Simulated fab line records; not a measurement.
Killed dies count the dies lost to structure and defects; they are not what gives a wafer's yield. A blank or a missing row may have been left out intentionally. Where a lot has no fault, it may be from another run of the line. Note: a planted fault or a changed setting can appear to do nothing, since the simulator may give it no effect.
Which of the tools did it? | flow gf180mcu | Sampling: 24 lots, 72 wafers, 6 of 602 route steps

== WHAT EACH GAUGE READ, for each wafer ==
GF_V5_THK_MEAS_01.
lot  | measured     | on            | V5_CVD_00_THK (nm)
L074 | day 26 04:29 | film_metro-02 | 298.4 296.3 299.0
L075 | day 26 14:13 | film_metro-04 | 306.2 307.9 306.4
L076 | day 26 21:01 | film_metro-04 | 298.3 302.1 302.4
L077 | day 27 05:36 | film_metro-01 | 301.7 304.8 304.2
L078 | day 27 13:14 | film_metro-02 | 305.9 301.3 298.3
L079 | day 28 00:40 | film_metro-01 | 295.2 303.1 296.2
L080 | day 28 05:44 | film_metro-01 | 300.8 302.7 301.3
L081 | day 28 13:34 | film_metro-02 | 300.5 304.3 301.9
L082 | day 28 18:38 | film_metro-01 | 298.3 302.3 299.1
L083 | day 29 01:04 | film_metro-01 | 303.5 299.5 303.2
L084 | day 29 11:13 | film_metro-01 | 302.8 303.6 302.9
L085 | day 29 18:56 | film_metro-01 | 299.7 303.0 302.1
L086 | day 29 23:20 | film_metro-01 | 300.7 299.5 302.1
L087 | day 30 06:55 | film_metro-04 | 300.2 295.8 294.5
L088 | day 30 13:38 | film_metro-04 | 300.7 301.0 304.6
L089 | day 30 19:32 | film_metro-02 | 300.7 304.8 301.5
L090 | day 30 22:09 | film_metro-01 | 299.0 299.9 300.3
L091 | day 31 06:53 | film_metro-04 | 301.3 303.0 302.4
L092 | day 31 18:35 | film_metro-02 | 296.4 296.2 298.8
L093 | day 31 17:29 | film_metro-02 | 297.3 299.0 300.7
L095 | day 32 09:27 | film_metro-02 | 295.2 300.7 302.2
L094 | day 32 12:40 | film_metro-01 | 302.0 304.7 304.6
L096 | day 32 14:52 | film_metro-01 | 301.5 300.9 303.1
L097 | day 32 20:02 | film_metro-04 | 301.8 300.6 296.7

GF_V5_RS_MEAS_24: uses a four-point probe to measure.
lot  | measured     | on            | V5_W_RS (ohm/sq)
L074 | day 27 03:13 | film_metro-02 | 0.328 0.326 0.327
L075 | day 27 12:31 | film_metro-01 | 0.328 0.326 0.329
L076 | day 27 19:17 | film_metro-01 | 0.327 0.326 0.330
L077 | day 28 03:51 | film_metro-01 | 0.324 0.322 0.323
L078 | day 28 10:22 | film_metro-04 | 0.331 0.325 0.333
L079 | day 28 21:38 | film_metro-02 | 0.325 0.322 0.327
L080 | day 29 02:32 | film_metro-01 | 0.329 0.327 0.328
L081 | day 29 10:21 | film_metro-02 | 0.327 0.322 0.327
L082 | day 29 15:52 | film_metro-02 | 0.326 0.331 0.328
L083 | day 29 22:04 | film_metro-02 | 0.320 0.323 0.323
L084 | day 30 07:56 | film_metro-01 | 0.324 0.326 0.325
L085 | day 30 14:48 | film_metro-02 | 0.328 0.330 0.328
L086 | day 30 18:43 | film_metro-04 | 0.331 0.328 0.330
L087 | day 31 02:10 | film_metro-01 | 0.325 0.326 0.329
L088 | day 31 09:25 | film_metro-01 | 0.330 0.325 0.327
L089 | day 31 14:36 | film_metro-02 | 0.323 0.330 0.327
L090 | day 31 17:01 | film_metro-04 | 0.326 0.327 0.325
L091 | day 32 01:16 | film_metro-01 | 0.326 0.328 0.327
L092 | day 32 13:08 | film_metro-01 | 0.322 0.326 0.323
L093 | day 32 12:03 | film_metro-01 | 0.327 0.331 0.331
L095 | day 33 02:43 | film_metro-01 | 0.327 0.328 0.328
L094 | day 33 06:43 | film_metro-02 | 0.327 0.327 0.328
L096 | day 33 08:15 | film_metro-02 | 0.322 0.321 0.323
L097 | day 33 13:42 | film_metro-01 | 0.329 0.334 0.332

== TOOL THAT RAN EACH LOT (tool first, then ch and the chambers of the sampled wafers, then the start) ==
lot  | GF_CONTACT_ETCH_17                            | GF_M1_SPUTTER_04             | GF_M2_METAL_ETCH_16               | GF_M4_STRIP_17
L074 | rie_diel-01 ch 2,3, day 16 01:00 or earlier   | pvd_sputter-03, day 16 01:00 | rie_metal-02 ch 0,1, day 19 01:43 | plasma_asher-04 ch 0,1, day 23 07:50
L075 | rie_diel-01 ch 0,1,3, day 16 10:36 or earlier | pvd_sputter-01, day 16 10:36 | rie_metal-02 ch 0,1, day 19 11:16 | plasma_asher-01 ch 0, day 23 16:49
L076 | rie_diel-04 ch 1,2,3, day 16 17:42 or earlier | pvd_sputter-02, day 16 17:42 | rie_metal-03 ch 0,1, day 19 20:49 | plasma_asher-04 ch 0,1, day 23 23:46
L077 | rie_diel-01 ch 0,1, day 17 04:56 or earlier   | pvd_sputter-02, day 17 04:56 | rie_metal-03 ch 0,1, day 20 08:22 | plasma_asher-01 ch 0,1, day 24 10:47
L078 | rie_diel-04 ch 0,1, day 17 12:41 or earlier   | pvd_sputter-03, day 17 12:41 | rie_metal-02 ch 0,1, day 20 16:07 | plasma_asher-02 ch 0, day 24 19:10
L079 | rie_diel-04 ch 0,1,3, day 18 00:26 or earlier | pvd_sputter-01, day 18 00:26 | rie_metal-03 ch 0,1, day 21 04:31 | plasma_asher-04 ch 0,1, day 25 06:19
L080 | rie_diel-02 ch 0,1,3, day 18 07:55 or earlier | pvd_sputter-01, day 18 07:55 | rie_metal-02 ch 0,1, day 21 11:58 | plasma_asher-04 ch 0,1, day 25 12:34
L081 | rie_diel-04 ch 1,2, day 18 15:53 or earlier   | pvd_sputter-01, day 18 15:53 | rie_metal-03 ch 0,1, day 21 20:22 | plasma_asher-04 ch 0,1, day 25 19:51
L082 | rie_diel-02 ch 0,1,3, day 18 23:32 or earlier | pvd_sputter-02, day 18 23:32 | rie_metal-02 ch 0,1, day 22 03:04 | plasma_asher-01 ch 0,1, day 26 01:46
L083 | rie_diel-01 ch 0,2,3, day 19 08:09 or earlier | pvd_sputter-02, day 19 08:09 | rie_metal-02 ch 0,1, day 22 10:28 | plasma_asher-02 ch 0,1, day 26 08:19
L084 | rie_diel-02 ch 2,3, day 19 21:50 or earlier   | pvd_sputter-01, day 19 21:50 | rie_metal-03 ch 0,1, day 22 22:54 | plasma_asher-02 ch 0,1, day 26 19:37
L085 | rie_diel-02 ch 0,1, day 20 07:56 or earlier   | pvd_sputter-02, day 20 07:56 | rie_metal-03 ch 0,1, day 23 09:16 | plasma_asher-02 ch 0,1, day 27 04:01
L086 | rie_diel-01 ch 0,2, day 20 12:17 or earlier   | pvd_sputter-02, day 20 12:17 | rie_metal-02 ch 0,1, day 23 14:01 | plasma_asher-04 ch 0,1, day 27 10:32
L087 | rie_diel-02 ch 0,2,3, day 20 19:23 or earlier | pvd_sputter-03, day 20 19:23 | rie_metal-04 ch 0,1, day 23 20:23 | plasma_asher-01 ch 0, day 27 16:35
L088 | rie_diel-02 ch 0,1,2, day 21 08:05 or earlier | pvd_sputter-03, day 21 08:05 | rie_metal-04 ch 0,1, day 24 08:13 | plasma_asher-02 ch 0,1, day 28 00:40
L089 | rie_diel-04 ch 0,1,3, day 21 13:35 or earlier | pvd_sputter-03, day 21 13:35 | rie_metal-02 ch 1, day 24 13:49   | plasma_asher-01 ch 0,1, day 28 06:16
L090 | rie_diel-02 ch 0,2,3, day 21 18:48 or earlier | pvd_sputter-03, day 21 18:48 | rie_metal-03 ch 0,1, day 24 18:04 | plasma_asher-02 ch 0,1, day 28 09:49
L091 | rie_diel-02 ch 2,3, day 22 05:10 or earlier   | pvd_sputter-03, day 22 05:10 | rie_metal-02 ch 0,1, day 25 03:19 | plasma_asher-02 ch 0,1, day 28 17:59
L092 | rie_diel-01 ch 0,1, day 22 16:28 or earlier   | pvd_sputter-03, day 22 16:28 | rie_metal-02 ch 0,1, day 25 14:47 | plasma_asher-04 ch 0,1, day 29 08:57
L093 | rie_diel-01 ch 1,2,3, day 22 21:58 or earlier | pvd_sputter-01, day 22 21:58 | rie_metal-03 ch 0,1, day 25 18:27 | plasma_asher-02 ch 0,1, day 29 07:36
L095 | rie_diel-04 ch 0,2,3, day 23 18:18 or earlier | pvd_sputter-01, day 23 18:18 | rie_metal-03 ch 0,1, day 26 14:22 | plasma_asher-02 ch 0,1, day 30 01:53
L094 | rie_diel-02 ch 1,2, day 23 20:41 or earlier   | pvd_sputter-01, day 23 20:41 | rie_metal-02 ch 0,1, day 26 15:55 | plasma_asher-04 ch 0,1, day 30 03:34
L096 | rie_diel-04 ch 0,1,2, day 23 21:35 or earlier | pvd_sputter-03, day 23 21:35 | rie_metal-04 ch 0,1, day 26 17:35 | plasma_asher-04 ch 0,1, day 30 07:11
L097 | rie_diel-01 ch 0,3, day 24 05:51 or earlier   | pvd_sputter-02, day 24 05:51 | rie_metal-03 ch 0,1, day 27 01:41 | plasma_asher-04 ch 0,1, day 30 12:42
- GF_CONTACT_ETCH_17: etches SiO2 in C4F8/O2/Ar, stops on CoSi2, target depth 860 nm.
- GF_M1_SPUTTER_04: material TiN, target thk 50 nm, time 41.7 s.
- GF_M2_METAL_ETCH_16: etches the open film in Cl2/BCl3, stops on SiO2, target depth 627.5 nm, time 104.6 s.
- GF_M4_STRIP_17: strips in O2/N2.

== AS READ BY THE TOOLS THEMSELVES (means over the sampled wafers that have a number; for cases with no such wafer, the mark the record gives instead) ==
GF_CONTACT_ETCH_17.
lot  | tool        | oes_product_au (a.u.)
L074 | rie_diel-01 | 0.814
L075 | rie_diel-01 | 0.810
L076 | rie_diel-04 | 0.812
L077 | rie_diel-01 | 0.812
L078 | rie_diel-04 | 0.813
L079 | rie_diel-04 | 0.810
L080 | rie_diel-02 | 0.814
L081 | rie_diel-04 | 0.817
L082 | rie_diel-02 | 0.810
L083 | rie_diel-01 | 0.811
L084 | rie_diel-02 | 0.817
L085 | rie_diel-02 | 0.810
L086 | rie_diel-01 | 0.812
L087 | rie_diel-02 | 0.817
L088 | rie_diel-02 | 0.812
L089 | rie_diel-04 | 0.814
L090 | rie_diel-02 | 0.816
L091 | rie_diel-02 | 0.815
L092 | rie_diel-01 | 0.812
L093 | rie_diel-01 | 0.814
L095 | rie_diel-04 | 0.811
L094 | rie_diel-02 | 0.817
L096 | rie_diel-04 | 0.812
L097 | rie_diel-01 | 0.812

GF_M1_SPUTTER_04.
lot  | tool           | throttle_valve_pct (%)
L074 | pvd_sputter-03 | 29.4
L075 | pvd_sputter-01 | 30.4
L076 | pvd_sputter-02 | 30.8
L077 | pvd_sputter-02 | 29.4
L078 | pvd_sputter-03 | 30.0
L079 | pvd_sputter-01 | 29.9
L080 | pvd_sputter-01 | 29.4
L081 | pvd_sputter-01 | 29.4
L082 | pvd_sputter-02 | 30.0
L083 | pvd_sputter-02 | 31.3
L084 | pvd_sputter-01 | 28.3
L085 | pvd_sputter-02 | 30.5
L086 | pvd_sputter-02 | 31.2
L087 | pvd_sputter-03 | 29.3
L088 | pvd_sputter-03 | 29.0
L089 | pvd_sputter-03 | 29.0
L090 | pvd_sputter-03 | 29.4
L091 | pvd_sputter-03 | 29.6
L092 | pvd_sputter-03 | 29.7
L093 | pvd_sputter-01 | 29.9
L095 | pvd_sputter-01 | 29.0
L094 | pvd_sputter-01 | 29.4
L096 | pvd_sputter-03 | 29.6
L097 | pvd_sputter-02 | 31.1

GF_M2_METAL_ETCH_16.
lot  | tool         | drypump_motor_current_A (A) | oes_product_au (a.u.) | throttle_valve_pct (%)
L074 | rie_metal-02 | 5.9                         | 0.972                 | 28.260
L075 | rie_metal-02 | 5.7                         | 0.974                 | 28.248
L076 | rie_metal-03 | 5.4                         | 0.976                 | 28.250
L077 | rie_metal-03 | 5.4                         | 0.964                 | 28.261
L078 | rie_metal-02 | 5.7                         | 0.977                 | 28.244
L079 | rie_metal-03 | 5.1                         | 0.966                 | 28.253
L080 | rie_metal-02 | 5.9                         | 0.974                 | 28.254
L081 | rie_metal-03 | 5.1                         | 0.973                 | 28.246
L082 | rie_metal-02 | 5.7                         | 0.968                 | 28.250
L083 | rie_metal-02 | 5.9                         | 0.960                 | 28.258
L084 | rie_metal-03 | 5.4                         | 0.964                 | 28.256
L085 | rie_metal-03 | 5.1                         | 0.978                 | 28.241
L086 | rie_metal-02 | 5.7                         | 0.980                 | 28.241
L087 | rie_metal-04 | 6.2                         | 0.969                 | 28.263
L088 | rie_metal-04 | 6.2                         | 0.967                 | 28.240
L089 | rie_metal-02 | 6.1                         | 0.971                 | 28.261
L090 | rie_metal-03 | 5.4                         | 0.976                 | 28.256
L091 | rie_metal-02 | 5.6                         | 0.961                 | 28.256
L092 | rie_metal-02 | 5.7                         | 0.976                 | 28.252
L093 | rie_metal-03 | 5.1                         | 0.974                 | 28.246
L095 | rie_metal-03 | 5.3                         | 0.978                 | 28.240
L094 | rie_metal-02 | 5.9                         | 0.968                 | 28.256
L096 | rie_metal-04 | 6.2                         | 0.977                 | 28.242
L097 | rie_metal-03 | 5.4                         | 0.973                 | 28.249

GF_M4_STRIP_17.
lot  | tool            | drypump_motor_current_A (A) | heater_power_w (W) | oes_product_au (a.u.) | strip_time_to_endpoint_s (s)
L074 | plasma_asher-04 | 5.6                         | 312                | 0.555                 | 7.85
L075 | plasma_asher-01 | 5.0                         | 328                | 0.554                 | 7.83
L076 | plasma_asher-04 | 6.1                         | 321                | 0.555                 | 7.84
L077 | plasma_asher-01 | 5.7                         | 337                | 0.555                 | 7.83
L078 | plasma_asher-02 | 6.1                         | 309                | 0.557                 | 7.87
L079 | plasma_asher-04 | 6.1                         | 315                | 0.556                 | 7.85
L080 | plasma_asher-04 | 6.1                         | 312                | 0.552                 | 7.85
L081 | plasma_asher-04 | 6.2                         | 320                | 0.555                 | 7.85
L082 | plasma_asher-01 | 5.4                         | 336                | 0.552                 | 7.79
L083 | plasma_asher-02 | 5.8                         | 323                | 0.566                 | 7.89
L084 | plasma_asher-02 | 5.9                         | 321                | 0.552                 | 7.82
L085 | plasma_asher-02 | 5.7                         | 323                | 0.557                 | 7.88
L086 | plasma_asher-04 | 6.1                         | 318                | 0.555                 | 7.95
L087 | plasma_asher-01 | 5.0                         | 332                | 0.557                 | 7.85
L088 | plasma_asher-02 | 5.9                         | 317                | 0.554                 | 7.90
L089 | plasma_asher-01 | 5.7                         | 344                | 0.556                 | 7.90
L090 | plasma_asher-02 | 5.8                         | 325                | 0.564                 | 7.87
L091 | plasma_asher-02 | 5.9                         | 314                | 0.556                 | 7.86
L092 | plasma_asher-04 | 5.7                         | 313                | 0.556                 | 7.91
L093 | plasma_asher-02 | 5.9                         | 314                | 0.556                 | 7.86
L095 | plasma_asher-02 | 5.7                         | 319                | 0.559                 | 7.94
L094 | plasma_asher-04 | 6.1                         | 318                | 0.560                 | 7.82
L096 | plasma_asher-04 | 6.1                         | 319                | 0.560                 | 7.88
L097 | plasma_asher-04 | 6.2                         | 322                | 0.553                 | 7.82

== THE ANSWER, worked out from the rows above alone ==
Rule: the usual values come from the lots themselves. Put in order of their means at a reading, lots are off if they are a third of the lots or fewer, leave a main group of 4 or more, and stand apart from it by a gap of 3 or more times the standard deviation of the main group's means; of several such gaps the widest counts. The tables above print the reading to a certain number of digits; a main group whose means all agree to those digits is not used. Also off: a lot with no number at a reading for which 4 or more lots have one. All remaining lots with rows at the step are treated as sound. After the gauges, taken in route order, come the tools' own readings; for these a lot's mean is taken, as printed above. At the first step where some lot is off, the reading lying furthest off is the one used; lots without a number count as furthest.
Across all readings shown, no lot is off: no conclusion can be drawn from this.

== WHAT THE SIMULATOR PUT IN ==
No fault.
